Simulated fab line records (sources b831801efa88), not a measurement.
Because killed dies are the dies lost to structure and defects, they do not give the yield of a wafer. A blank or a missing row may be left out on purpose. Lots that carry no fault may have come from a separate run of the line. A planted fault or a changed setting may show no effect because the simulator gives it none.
fab line records || flow sky130 || part 2 of 2: steps 24 to 32 of 32
record {"lots": 5, "wafers": 15, "lastDay": 50}
route steps=708 shown CONTACT@415 METAL1@434
lots that met no fault: taken from a fault-free run of the same line
startH: hours from the record's first day to the start of the lot's first wafer shown || waitH: hours from the lot's prior step to this one || " the same as in the row above || L1.1+2: one row covering several wafers at once || - no value, or no start given || * or withheld: withheld || < > ~ a bound
route shown NAME@n: names a module that has steps shown in the file, with the first one's number in the route || usual: the fault-free wafers' mean and standard deviation || same: alike in all rows || chamber/n: place in a boat || sites: per-site readings || _std_site: the standard deviation of these || _edge_site: outer sites' mean less inner sites' || radiusMm: for every site, how far away it sits from the centre of the wafer || mask NAME#n: copy n || behind: the most recent tool/chamber to have shaped the wafer || hold: reason for holding the lot/hours on hold/outcome of the hold || device: names the non-switching transistor (n, p or np) || end of line: the tests these same wafers got at the end of their route || step lacking rows: just its recipe || killed: not the wafer's yield, but the dies lost to structure and defects at the first sort || map: dies across one wafer; x = killed, . = not, _ = none there
set.NAME: setting as actually run; set.NAME@STEP: the setting as run at that earlier step || model.NAME: the simulator's own value behind a step, which no gauge read
a table for each step, a row for each wafer; lots at some steps of the route
services: the hour from which a tool's chamber was out of use, counted from the record's first day as startH (under 0 if before that day), plus the number of hours and why
## steps
# step SKY_METAL1_SPUTTER_04
# recipe {"material": "TiN", "targetThkNm": 70, "powerW": 6500, "timeS": 58.3, "chamberPressurePa": 0.4}
# usual {"chamberPressurePa": "0.4001/0.00086", "throttleValvePct": "29.7/0.94"}
{"lot.wafer": "L080.1", "tool": "pvdSputter-01", "chamber": "-", "startH": 794.74, "waitH": 0.0, "chamberPressurePa": 0.4002, "throttleValvePct": 29.5}
{"lot.wafer": "L080.4", "tool": "pvdSputter-01", "chamber": "-", "startH": 794.74, "waitH": 0.0, "chamberPressurePa": 0.4001, "throttleValvePct": 30.6}
{"lot.wafer": "L080.5", "tool": "pvdSputter-01", "chamber": "-", "startH": 794.74, "waitH": 0.0, "chamberPressurePa": 0.3997, "throttleValvePct": 30.4}
{"lot.wafer": "L089.2", "tool": "pvdSputter-03", "chamber": "-", "startH": 844.58, "waitH": 0.0, "chamberPressurePa": 0.4000, "throttleValvePct": 28.9}
{"lot.wafer": "L089.4", "tool": "pvdSputter-03", "chamber": "-", "startH": 844.58, "waitH": 0.0, "chamberPressurePa": 0.4005, "throttleValvePct": 28.1}
{"lot.wafer": "L089.6", "tool": "pvdSputter-03", "chamber": "-", "startH": 844.58, "waitH": 0.0, "chamberPressurePa": 0.4002, "throttleValvePct": 28.4}
{"lot.wafer": "L092.1", "tool": "pvdSputter-01", "chamber": "-", "startH": 883.40, "waitH": 0.0, "chamberPressurePa": 0.3987, "throttleValvePct": 31.0}
{"lot.wafer": "L092.2", "tool": "pvdSputter-01", "chamber": "-", "startH": 883.40, "waitH": 0.0, "chamberPressurePa": 0.3993, "throttleValvePct": 30.1}
{"lot.wafer": "L092.3", "tool": "pvdSputter-01", "chamber": "-", "startH": 883.40, "waitH": 0.0, "chamberPressurePa": 0.3993, "throttleValvePct": 30.6}
{"lot.wafer": "L095.1", "tool": "pvdSputter-01", "chamber": "-", "startH": 892.63, "waitH": 0.0, "chamberPressurePa": 0.3997, "throttleValvePct": 29.6}
{"lot.wafer": "L095.2", "tool": "pvdSputter-01", "chamber": "-", "startH": 892.63, "waitH": 0.0, "chamberPressurePa": 0.4015, "throttleValvePct": 30.9}
{"lot.wafer": "L095.5", "tool": "pvdSputter-01", "chamber": "-", "startH": 892.63, "waitH": 0.0, "chamberPressurePa": 0.4004, "throttleValvePct": 30.0}
{"lot.wafer": "L097.1", "tool": "pvdSputter-01", "chamber": "-", "startH": 905.07, "waitH": 0.0, "chamberPressurePa": 0.3996, "throttleValvePct": 29.1}
{"lot.wafer": "L097.5", "tool": "pvdSputter-01", "chamber": "-", "startH": 905.07, "waitH": 0.0, "chamberPressurePa": 0.3986, "throttleValvePct": 29.9}
{"lot.wafer": "L097.6", "tool": "pvdSputter-01", "chamber": "-", "startH": 905.07, "waitH": 0.0, "chamberPressurePa": 0.3999, "throttleValvePct": 30.4}
# step SKY_METAL1_RS_MEAS_05
# recipe {"thkMeasGauge": "four-point-probe", "reads": "TiN_of_METAL1_SPUTTER_04+Ti_of_METAL1_SPUTTER_03+AlCu_of_METAL1_SPUTTER_02+TiN_of_METAL1_SPUTTER_01+Ti_of_METAL1_SPUTTER_00"}
# usual {"METAL1_ALCU_RS": "0.1270/0.0016"}
{"lot.wafer": "L080.1", "tool": "filmMetro-03", "chamber": "-", "startH": 794.79, "waitH": 0.0, "METAL1_ALCU_RS[ohm/sq]": 0.1265}
{"lot.wafer": "L080.4", "tool": "filmMetro-03", "chamber": "-", "startH": 794.79, "waitH": 0.0, "METAL1_ALCU_RS[ohm/sq]": 0.1275}
{"lot.wafer": "L080.5", "tool": "filmMetro-03", "chamber": "-", "startH": 794.79, "waitH": 0.0, "METAL1_ALCU_RS[ohm/sq]": 0.1289}
{"lot.wafer": "L089.2", "tool": "filmMetro-04", "chamber": "-", "startH": 844.65, "waitH": 0.0, "METAL1_ALCU_RS[ohm/sq]": 0.1265}
{"lot.wafer": "L089.4", "tool": "filmMetro-04", "chamber": "-", "startH": 844.65, "waitH": 0.0, "METAL1_ALCU_RS[ohm/sq]": 0.1266}
{"lot.wafer": "L089.6", "tool": "filmMetro-04", "chamber": "-", "startH": 844.65, "waitH": 0.0, "METAL1_ALCU_RS[ohm/sq]": 0.1267}
{"lot.wafer": "L092.1", "tool": "filmMetro-03", "chamber": "-", "startH": 883.45, "waitH": 0.0, "METAL1_ALCU_RS[ohm/sq]": 0.1271}
{"lot.wafer": "L092.2", "tool": "filmMetro-03", "chamber": "-", "startH": 883.45, "waitH": 0.0, "METAL1_ALCU_RS[ohm/sq]": 0.1270}
{"lot.wafer": "L092.3", "tool": "filmMetro-03", "chamber": "-", "startH": 883.45, "waitH": 0.0, "METAL1_ALCU_RS[ohm/sq]": 0.1257}
{"lot.wafer": "L095.1", "tool": "filmMetro-01", "chamber": "-", "startH": 892.68, "waitH": 0.0, "METAL1_ALCU_RS[ohm/sq]": 0.1284}
{"lot.wafer": "L095.2", "tool": "filmMetro-01", "chamber": "-", "startH": 892.68, "waitH": 0.0, "METAL1_ALCU_RS[ohm/sq]": 0.1279}
{"lot.wafer": "L095.5", "tool": "filmMetro-01", "chamber": "-", "startH": 892.68, "waitH": 0.0, "METAL1_ALCU_RS[ohm/sq]": 0.1287}
{"lot.wafer": "L097.1", "tool": "filmMetro-01", "chamber": "-", "startH": 905.12, "waitH": 0.0, "METAL1_ALCU_RS[ohm/sq]": 0.1234}
{"lot.wafer": "L097.5", "tool": "filmMetro-01", "chamber": "-", "startH": 905.12, "waitH": 0.0, "METAL1_ALCU_RS[ohm/sq]": 0.1256}
{"lot.wafer": "L097.6", "tool": "filmMetro-01", "chamber": "-", "startH": 905.12, "waitH": 0.0, "METAL1_ALCU_RS[ohm/sq]": 0.1241}
# step SKY_METAL1_THK_MEAS_06
# recipe {"thkMeasGauge": "xrf", "reads": "AlCu_of_METAL1_SPUTTER_02"}
# usual {"METAL1_ALCU_THK": "254/3.6"}
{"lot.wafer": "L080.1", "tool": "filmMetro-03", "chamber": "-", "startH": 794.91, "waitH": 0.1, "METAL1_ALCU_THK[nm]": 253}
{"lot.wafer": "L080.4", "tool": "filmMetro-03", "chamber": "-", "startH": 794.91, "waitH": 0.1, "METAL1_ALCU_THK[nm]": 251}
{"lot.wafer": "L080.5", "tool": "filmMetro-03", "chamber": "-", "startH": 794.91, "waitH": 0.1, "METAL1_ALCU_THK[nm]": 250}
{"lot.wafer": "L089.2", "tool": "filmMetro-04", "chamber": "-", "startH": 844.76, "waitH": 0.1, "METAL1_ALCU_THK[nm]": 256}
{"lot.wafer": "L089.4", "tool": "filmMetro-04", "chamber": "-", "startH": 844.76, "waitH": 0.1, "METAL1_ALCU_THK[nm]": 254}
{"lot.wafer": "L089.6", "tool": "filmMetro-04", "chamber": "-", "startH": 844.76, "waitH": 0.1, "METAL1_ALCU_THK[nm]": 253}
{"lot.wafer": "L092.1", "tool": "filmMetro-03", "chamber": "-", "startH": 883.57, "waitH": 0.1, "METAL1_ALCU_THK[nm]": 253}
{"lot.wafer": "L092.2", "tool": "filmMetro-03", "chamber": "-", "startH": 883.57, "waitH": 0.1, "METAL1_ALCU_THK[nm]": 254}
{"lot.wafer": "L092.3", "tool": "filmMetro-03", "chamber": "-", "startH": 883.57, "waitH": 0.1, "METAL1_ALCU_THK[nm]": 258}
{"lot.wafer": "L095.1", "tool": "filmMetro-01", "chamber": "-", "startH": 892.80, "waitH": 0.1, "METAL1_ALCU_THK[nm]": 252}
{"lot.wafer": "L095.2", "tool": "filmMetro-01", "chamber": "-", "startH": 892.80, "waitH": 0.1, "METAL1_ALCU_THK[nm]": 250}
{"lot.wafer": "L095.5", "tool": "filmMetro-01", "chamber": "-", "startH": 892.80, "waitH": 0.1, "METAL1_ALCU_THK[nm]": 249}
{"lot.wafer": "L097.1", "tool": "filmMetro-01", "chamber": "-", "startH": 905.24, "waitH": 0.1, "METAL1_ALCU_THK[nm]": 262}
{"lot.wafer": "L097.5", "tool": "filmMetro-01", "chamber": "-", "startH": 905.24, "waitH": 0.1, "METAL1_ALCU_THK[nm]": 256}
{"lot.wafer": "L097.6", "tool": "filmMetro-01", "chamber": "-", "startH": 905.24, "waitH": 0.1, "METAL1_ALCU_THK[nm]": 259}
# step SKY_METAL1_DEHYDRATE_07
# recipe {"tempC": 200, "timeS": 60}
# usual {"resistLineTempC": "23.02/0.097"}
{"lot.wafer": "L080.1", "tool": "lithoTrack-04", "chamber": 0, "startH": 807.10, "waitH": 12.2, "resistLineTempC": 23.06}
{"lot.wafer": "L080.4", "tool": "lithoTrack-04", "chamber": 0, "startH": 807.10, "waitH": 12.2, "resistLineTempC": 22.88}
{"lot.wafer": "L080.5", "tool": "lithoTrack-04", "chamber": 0, "startH": 807.10, "waitH": 12.2, "resistLineTempC": 22.99}
{"lot.wafer": "L089.2", "tool": "lithoTrack-01", "chamber": 0, "startH": 857.03, "waitH": 12.3, "resistLineTempC": 23.06}
{"lot.wafer": "L089.4", "tool": "lithoTrack-01", "chamber": 0, "startH": 857.03, "waitH": 12.3, "resistLineTempC": 23.18}
{"lot.wafer": "L089.6", "tool": "lithoTrack-01", "chamber": 0, "startH": 857.03, "waitH": 12.3, "resistLineTempC": 22.99}
{"lot.wafer": "L092.1", "tool": "lithoTrack-03", "chamber": 0, "startH": 895.51, "waitH": 11.9, "resistLineTempC": 22.85}
{"lot.wafer": "L092.2", "tool": "lithoTrack-03", "chamber": 0, "startH": 895.51, "waitH": 11.9, "resistLineTempC": 23.06}
{"lot.wafer": "L092.3", "tool": "lithoTrack-03", "chamber": 0, "startH": 895.51, "waitH": 11.9, "resistLineTempC": 22.89}
{"lot.wafer": "L095.1", "tool": "lithoTrack-03", "chamber": 0, "startH": 904.76, "waitH": 12.0, "resistLineTempC": 22.95}
{"lot.wafer": "L095.2", "tool": "lithoTrack-03", "chamber": 0, "startH": 904.76, "waitH": 12.0, "resistLineTempC": 23.12}
{"lot.wafer": "L095.5", "tool": "lithoTrack-03", "chamber": 0, "startH": 904.76, "waitH": 12.0, "resistLineTempC": 23.04}
{"lot.wafer": "L097.1", "tool": "lithoTrack-01", "chamber": 0, "startH": 916.65, "waitH": 11.4, "resistLineTempC": 23.07}
{"lot.wafer": "L097.5", "tool": "lithoTrack-01", "chamber": 0, "startH": 916.65, "waitH": 11.4, "resistLineTempC": 23.02}
{"lot.wafer": "L097.6", "tool": "lithoTrack-01", "chamber": 0, "startH": 916.65, "waitH": 11.4, "resistLineTempC": 23.03}
# step SKY_METAL1_HMDS_08
# recipe {"primeTimeS": 60, "primeTempC": 120}
# usual {"resistLineTempC": "22.98/0.12"}
{"lot.wafer": "L080.1", "tool": "lithoTrack-04", "chamber": 0, "startH": 807.25, "waitH": 0.1, "resistLineTempC": 22.95}
{"lot.wafer": "L080.4", "tool": "lithoTrack-04", "chamber": 0, "startH": 807.25, "waitH": 0.1, "resistLineTempC": 22.99}
{"lot.wafer": "L080.5", "tool": "lithoTrack-04", "chamber": 0, "startH": 807.25, "waitH": 0.1, "resistLineTempC": 22.78}
{"lot.wafer": "L089.2", "tool": "lithoTrack-01", "chamber": 0, "startH": 857.18, "waitH": 0.1, "resistLineTempC": 22.95}
{"lot.wafer": "L089.4", "tool": "lithoTrack-01", "chamber": 0, "startH": 857.18, "waitH": 0.1, "resistLineTempC": 22.89}
{"lot.wafer": "L089.6", "tool": "lithoTrack-01", "chamber": 0, "startH": 857.18, "waitH": 0.1, "resistLineTempC": 22.77}
{"lot.wafer": "L092.1", "tool": "lithoTrack-03", "chamber": 0, "startH": 895.66, "waitH": 0.1, "resistLineTempC": 22.98}
{"lot.wafer": "L092.2", "tool": "lithoTrack-03", "chamber": 0, "startH": 895.66, "waitH": 0.1, "resistLineTempC": 22.92}
{"lot.wafer": "L092.3", "tool": "lithoTrack-03", "chamber": 0, "startH": 895.66, "waitH": 0.1, "resistLineTempC": 23.10}
{"lot.wafer": "L095.1", "tool": "lithoTrack-03", "chamber": 0, "startH": 904.91, "waitH": 0.1, "resistLineTempC": 23.00}
{"lot.wafer": "L095.2", "tool": "lithoTrack-03", "chamber": 0, "startH": 904.91, "waitH": 0.1, "resistLineTempC": 23.25}
{"lot.wafer": "L095.5", "tool": "lithoTrack-03", "chamber": 0, "startH": 904.91, "waitH": 0.1, "resistLineTempC": 22.90}
{"lot.wafer": "L097.1", "tool": "lithoTrack-01", "chamber": 0, "startH": 916.80, "waitH": 0.1, "resistLineTempC": 23.04}
{"lot.wafer": "L097.5", "tool": "lithoTrack-01", "chamber": 0, "startH": 916.80, "waitH": 0.1, "resistLineTempC": 23.14}
{"lot.wafer": "L097.6", "tool": "lithoTrack-01", "chamber": 0, "startH": 916.80, "waitH": 0.1, "resistLineTempC": 23.22}
# step SKY_METAL1_COAT_09
# recipe {"resist": "BARC", "tempC": "withheld", "timeS": "withheld", "spinRpm": 3000, "resistThkNm": 60}
# usual {"resistLineTempC": "*"}
{"lot.wafer": "L080.1", "tool": "lithoTrack-04", "chamber": 0, "startH": 807.40, "waitH": 0.1, "resistLineTempC": "*"}
{"lot.wafer": "L080.4", "tool": "lithoTrack-04", "chamber": 0, "startH": 807.40, "waitH": 0.1, "resistLineTempC": "*"}
{"lot.wafer": "L080.5", "tool": "lithoTrack-04", "chamber": 0, "startH": 807.40, "waitH": 0.1, "resistLineTempC": "*"}
{"lot.wafer": "L089.2", "tool": "lithoTrack-01", "chamber": 0, "startH": 857.33, "waitH": 0.1, "resistLineTempC": "*"}
{"lot.wafer": "L089.4", "tool": "lithoTrack-01", "chamber": 0, "startH": 857.33, "waitH": 0.1, "resistLineTempC": "*"}
{"lot.wafer": "L089.6", "tool": "lithoTrack-01", "chamber": 0, "startH": 857.33, "waitH": 0.1, "resistLineTempC": "*"}
{"lot.wafer": "L092.1", "tool": "lithoTrack-03", "chamber": 0, "startH": 895.81, "waitH": 0.1, "resistLineTempC": "*"}
{"lot.wafer": "L092.2", "tool": "lithoTrack-03", "chamber": 0, "startH": 895.81, "waitH": 0.1, "resistLineTempC": "*"}
{"lot.wafer": "L092.3", "tool": "lithoTrack-03", "chamber": 0, "startH": 895.81, "waitH": 0.1, "resistLineTempC": "*"}
{"lot.wafer": "L095.1", "tool": "lithoTrack-03", "chamber": 0, "startH": 905.06, "waitH": 0.1, "resistLineTempC": "*"}
{"lot.wafer": "L095.2", "tool": "lithoTrack-03", "chamber": 0, "startH": 905.06, "waitH": 0.1, "resistLineTempC": "*"}
{"lot.wafer": "L095.5", "tool": "lithoTrack-03", "chamber": 0, "startH": 905.06, "waitH": 0.1, "resistLineTempC": "*"}
{"lot.wafer": "L097.1", "tool": "lithoTrack-01", "chamber": 0, "startH": 916.95, "waitH": 0.1, "resistLineTempC": "*"}
{"lot.wafer": "L097.5", "tool": "lithoTrack-01", "chamber": 0, "startH": 916.95, "waitH": 0.1, "resistLineTempC": "*"}
{"lot.wafer": "L097.6", "tool": "lithoTrack-01", "chamber": 0, "startH": 916.95, "waitH": 0.1, "resistLineTempC": "*"}
# step SKY_METAL1_COAT_10
# recipe {"resist": "KrF-thick", "spinRpm": 3000, "resistThkNm": 450}
# usual {"resistLineTempC": "22.98/0.11"}
{"lot.wafer": "L080.1", "tool": "lithoTrack-04", "chamber": 0, "startH": "-", "waitH": "-", "resistLineTempC": 22.93}
{"lot.wafer": "L080.4", "tool": "lithoTrack-04", "chamber": 0, "startH": "-", "waitH": "-", "resistLineTempC": 22.91}
{"lot.wafer": "L080.5", "tool": "lithoTrack-04", "chamber": 0, "startH": "-", "waitH": "-", "resistLineTempC": 22.91}
{"lot.wafer": "L089.2", "tool": "lithoTrack-01", "chamber": 0, "startH": "-", "waitH": "-", "resistLineTempC": 23.09}
{"lot.wafer": "L089.4", "tool": "lithoTrack-01", "chamber": 0, "startH": "-", "waitH": "-", "resistLineTempC": 23.02}
{"lot.wafer": "L089.6", "tool": "lithoTrack-01", "chamber": 0, "startH": "-", "waitH": "-", "resistLineTempC": 23.00}
{"lot.wafer": "L092.1", "tool": "lithoTrack-03", "chamber": 0, "startH": "-", "waitH": "-", "resistLineTempC": 22.68}
{"lot.wafer": "L092.2", "tool": "lithoTrack-03", "chamber": 0, "startH": "-", "waitH": "-", "resistLineTempC": 22.97}
{"lot.wafer": "L092.3", "tool": "lithoTrack-03", "chamber": 0, "startH": "-", "waitH": "-", "resistLineTempC": 23.00}
{"lot.wafer": "L095.1", "tool": "lithoTrack-03", "chamber": 0, "startH": "-", "waitH": "-", "resistLineTempC": 22.60}
{"lot.wafer": "L095.2", "tool": "lithoTrack-03", "chamber": 0, "startH": "-", "waitH": "-", "resistLineTempC": 22.90}
{"lot.wafer": "L095.5", "tool": "lithoTrack-03", "chamber": 0, "startH": "-", "waitH": "-", "resistLineTempC": 22.80}
{"lot.wafer": "L097.1", "tool": "lithoTrack-01", "chamber": 0, "startH": "-", "waitH": "-", "resistLineTempC": 22.81}
{"lot.wafer": "L097.5", "tool": "lithoTrack-01", "chamber": 0, "startH": "-", "waitH": "-", "resistLineTempC": 22.90}
{"lot.wafer": "L097.6", "tool": "lithoTrack-01", "chamber": 0, "startH": "-", "waitH": "-", "resistLineTempC": 22.75}
# step SKY_METAL1_SOFTBAKE_11
# recipe {"tempC": 100, "timeS": 90, "resist": "KrF-thick"}
# usual {"resistLineTempC": "22.99/0.11"}
{"lot.wafer": "L080.1", "tool": "lithoTrack-04", "chamber": 0, "startH": "-", "waitH": "-", "resistLineTempC": 22.85}
{"lot.wafer": "L080.4", "tool": "lithoTrack-04", "chamber": 0, "startH": "-", "waitH": "-", "resistLineTempC": 22.89}
{"lot.wafer": "L080.5", "tool": "lithoTrack-04", "chamber": 0, "startH": "-", "waitH": "-", "resistLineTempC": 22.88}
{"lot.wafer": "L089.2", "tool": "lithoTrack-01", "chamber": 0, "startH": "-", "waitH": "-", "resistLineTempC": 22.97}
{"lot.wafer": "L089.4", "tool": "lithoTrack-01", "chamber": 0, "startH": "-", "waitH": "-", "resistLineTempC": 22.94}
{"lot.wafer": "L089.6", "tool": "lithoTrack-01", "chamber": 0, "startH": "-", "waitH": "-", "resistLineTempC": 22.92}
{"lot.wafer": "L092.1", "tool": "lithoTrack-03", "chamber": 0, "startH": "-", "waitH": "-", "resistLineTempC": 23.15}
{"lot.wafer": "L092.2", "tool": "lithoTrack-03", "chamber": 0, "startH": "-", "waitH": "-", "resistLineTempC": 23.05}
{"lot.wafer": "L092.3", "tool": "lithoTrack-03", "chamber": 0, "startH": "-", "waitH": "-", "resistLineTempC": 23.06}
{"lot.wafer": "L095.1", "tool": "lithoTrack-03", "chamber": 0, "startH": "-", "waitH": "-", "resistLineTempC": 22.99}
{"lot.wafer": "L095.2", "tool": "lithoTrack-03", "chamber": 0, "startH": "-", "waitH": "-", "resistLineTempC": 23.01}
{"lot.wafer": "L095.5", "tool": "lithoTrack-03", "chamber": 0, "startH": "-", "waitH": "-", "resistLineTempC": 22.97}
{"lot.wafer": "L097.1", "tool": "lithoTrack-01", "chamber": 0, "startH": "-", "waitH": "-", "resistLineTempC": 22.67}
{"lot.wafer": "L097.5", "tool": "lithoTrack-01", "chamber": 0, "startH": "-", "waitH": "-", "resistLineTempC": 22.81}
{"lot.wafer": "L097.6", "tool": "lithoTrack-01", "chamber": 0, "startH": "-", "waitH": "-", "resistLineTempC": 22.70}
# step SKY_METAL1_EXPOSE_12
# recipe {"maskId": "MM1", "na": 0.8, "sourceShape": "annular", "sigmaInner": 0.55, "sigmaOuter": 0.85, "targetCdNm": 140, "doseMj": 28}
# usual {"stageVelMmS": "500.03/0.27"}
{"lot.wafer": "L080.1", "tool": "krfScanner-01", "chamber": 0, "startH": "-", "waitH": "-", "mask": "MM1#0", "stageVelMmS": 499.74}
{"lot.wafer": "L080.4", "tool": "krfScanner-01", "chamber": 0, "startH": "-", "waitH": "-", "mask": "MM1#0", "stageVelMmS": 500.34}
{"lot.wafer": "L080.5", "tool": "krfScanner-01", "chamber": 0, "startH": "-", "waitH": "-", "mask": "MM1#0", "stageVelMmS": 499.76}
{"lot.wafer": "L089.2", "tool": "krfScanner-02", "chamber": 0, "startH": "-", "waitH": "-", "mask": "MM1#0", "stageVelMmS": 499.91}
{"lot.wafer": "L089.4", "tool": "krfScanner-02", "chamber": 0, "startH": "-", "waitH": "-", "mask": "MM1#0", "stageVelMmS": 500.03}
{"lot.wafer": "L089.6", "tool": "krfScanner-02", "chamber": 0, "startH": "-", "waitH": "-", "mask": "MM1#0", "stageVelMmS": 500.45}
{"lot.wafer": "L092.1", "tool": "krfScanner-01", "chamber": 0, "startH": "-", "waitH": "-", "mask": "MM1#0", "stageVelMmS": 499.96}
{"lot.wafer": "L092.2", "tool": "krfScanner-01", "chamber": 0, "startH": "-", "waitH": "-", "mask": "MM1#0", "stageVelMmS": 500.04}
{"lot.wafer": "L092.3", "tool": "krfScanner-01", "chamber": 0, "startH": "-", "waitH": "-", "mask": "MM1#0", "stageVelMmS": 500.07}
{"lot.wafer": "L095.1", "tool": "krfScanner-01", "chamber": 0, "startH": "-", "waitH": "-", "mask": "MM1#0", "stageVelMmS": 499.96}
{"lot.wafer": "L095.2", "tool": "krfScanner-01", "chamber": 0, "startH": "-", "waitH": "-", "mask": "MM1#0", "stageVelMmS": 500.10}
{"lot.wafer": "L095.5", "tool": "krfScanner-01", "chamber": 0, "startH": "-", "waitH": "-", "mask": "MM1#0", "stageVelMmS": 499.84}
{"lot.wafer": "L097.1", "tool": "krfScanner-01", "chamber": 0, "startH": "-", "waitH": "-", "mask": "MM1#0", "stageVelMmS": 500.00}
{"lot.wafer": "L097.5", "tool": "krfScanner-01", "chamber": 0, "startH": "-", "waitH": "-", "mask": "MM1#0", "stageVelMmS": 500.01}
{"lot.wafer": "L097.6", "tool": "krfScanner-01", "chamber": 0, "startH": "-", "waitH": "-", "mask": "MM1#0", "stageVelMmS": 499.90}
## services
{"tool": "pvdSputter-02", "chamber": "-", "startH": 763.52, "hours": 12.5, "kind": "repair"}
{"tool": "rieDiel-03", "chamber": 1, "startH": 782.40, "hours": 21.7, "kind": "repair"}
{"tool": "krfScanner-01", "chamber": "-", "startH": 784.64, "hours": 4.4, "kind": "pm"}
{"tool": "pvdSputter-03", "chamber": "-", "startH": 807.58, "hours": 1.4, "kind": "repair"}
{"tool": "rieDiel-02", "chamber": 2, "startH": 810.79, "hours": 31.5, "kind": "repair"}
{"tool": "krfScanner-02", "chamber": "-", "startH": 814.62, "hours": 4.0, "kind": "pm"}
{"tool": "rieDiel-04", "chamber": 3, "startH": 824.00, "hours": 11.3, "kind": "repair"}
{"tool": "rieDiel-04", "chamber": 0, "startH": 828.41, "hours": 5.4, "kind": "repair"}
{"tool": "rieDiel-04", "chamber": 1, "startH": 828.77, "hours": 6.9, "kind": "repair"}
{"tool": "krfScanner-02", "chamber": "-", "startH": 833.34, "hours": 0.2, "kind": "repair"}
{"tool": "rieDiel-04", "chamber": 2, "startH": 834.22, "hours": 7.9, "kind": "repair"}
{"tool": "krfScanner-01", "chamber": "-", "startH": 837.71, "hours": 0.8, "kind": "pm"}
{"tool": "rieDiel-02", "chamber": 1, "startH": 840.87, "hours": 4.1, "kind": "repair"}
{"tool": "rieDiel-04", "chamber": 1, "startH": 847.74, "hours": 14.6, "kind": "repair"}
{"tool": "krfScanner-01", "chamber": "-", "startH": 852.52, "hours": 1.0, "kind": "pm"}
{"tool": "krfScanner-01", "chamber": "-", "startH": 854.84, "hours": 3.6, "kind": "pm"}
{"tool": "krfScanner-01", "chamber": "-", "startH": 858.44, "hours": 4.0, "kind": "pm"}
{"tool": "rieDiel-02", "chamber": 3, "startH": 858.95, "hours": 3.1, "kind": "repair"}
{"tool": "krfScanner-02", "chamber": "-", "startH": 872.01, "hours": 1.3, "kind": "pm"}
{"tool": "rieDiel-02", "chamber": 1, "startH": 877.29, "hours": 3.6, "kind": "repair"}
{"tool": "pvdSputter-03", "chamber": "-", "startH": 879.07, "hours": 4.5, "kind": "repair"}
{"tool": "krfScanner-01", "chamber": "-", "startH": 880.38, "hours": 1.3, "kind": "pm"}
{"tool": "krfScanner-02", "chamber": "-", "startH": 881.84, "hours": 1.0, "kind": "pm"}
{"tool": "rieDiel-04", "chamber": 2, "startH": 905.08, "hours": 8.6, "kind": "repair"}
